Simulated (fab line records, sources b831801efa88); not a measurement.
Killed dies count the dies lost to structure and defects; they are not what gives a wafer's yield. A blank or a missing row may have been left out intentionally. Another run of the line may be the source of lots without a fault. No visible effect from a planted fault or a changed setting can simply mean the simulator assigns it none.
One fault through the eyes of 2 desks    flow gf180mcu    only its own numbers are on each desk; what lay behind them is given at the end

== TOOL OWNER'S DESK, pvd-sputter-02 ==
At GF_CONTACT_SPUTTER_23 (material TiN, target thk 10 nm, time 40 s) the tool's own readings: per lot run on this tool, the mean of the sampled wafers that have a number. The brackets show how far a lot's mean lies from the usual mean; more than 4 standard deviations puts the lot out of limits, marked OUT.
Columns: A = cathode-dc-power-W at GF_CONTACT_SPUTTER_23, usual 3999.9 W; B = throttle-valve-pct at GF_CONTACT_SPUTTER_23, usual 30.2 %
lot   first seen here  A                         B
L257  day 16 17:40     3999.5                    30.7
L264  day 20 01:04     3837.0 (-99 or more) OUT  30.9
L265  day 20 09:03     3837.1 (-99 or more) OUT  30.9
L278  day 24 08:12     3998.7                    31.2
Finding of this desk: L264, L265 out of limits; the first was L264 at day 20 01:04, on cathode-dc-power-W at GF_CONTACT_SPUTTER_23. In limits: L257, L278.

== THE METROLOGY DESK ==
What the gauges read for every lot (on any tool): the sampled wafers with a number, averaged. The brackets show how far a lot's mean lies from the usual mean; more than 4 standard deviations puts the lot out of limits, marked OUT.
Columns: A = cd-nm at GF_CONTACT_CD_MEAS_14, usual 219.7 nm; B = CONTACT_OVL at GF_CONTACT_OVL_MEAS_15, usual 0 nm
lot   first seen here  A      B
L257  day 16 16:59     220.2  0
L264  day 20 00:23     218.9  -4
L265  day 20 08:22     220.9  -9
L271  day 22 07:37     218.2  -0
L274  day 22 22:06     219.2  -8
L278  day 24 07:31     217.6  0
This desk's verdict: no lot among the 6 shows anything out of limits.

== TAKEN TOGETHER ==
On L264, L265, at day 20 01:04, an alarm was possible from the tool owner's desk.
The metrology desk saw nothing out of limits.
The metrology desk has L264, L265 on record, within its limits.
Of the lots named, all ran GF_CONTACT_SPUTTER_23 on pvd-sputter-02.

== WHAT THE SIMULATOR HAD INSERTED ==
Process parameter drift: pvd-sputter-02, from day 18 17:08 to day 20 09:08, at GF_CONTACT_SPUTTER_23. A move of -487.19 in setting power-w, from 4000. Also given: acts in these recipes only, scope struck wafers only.
Shown lots that were struck: L264, L265.
Delay in hours, fault start to first out-of-limits reading, by desk: the tool owner's desk at 32.
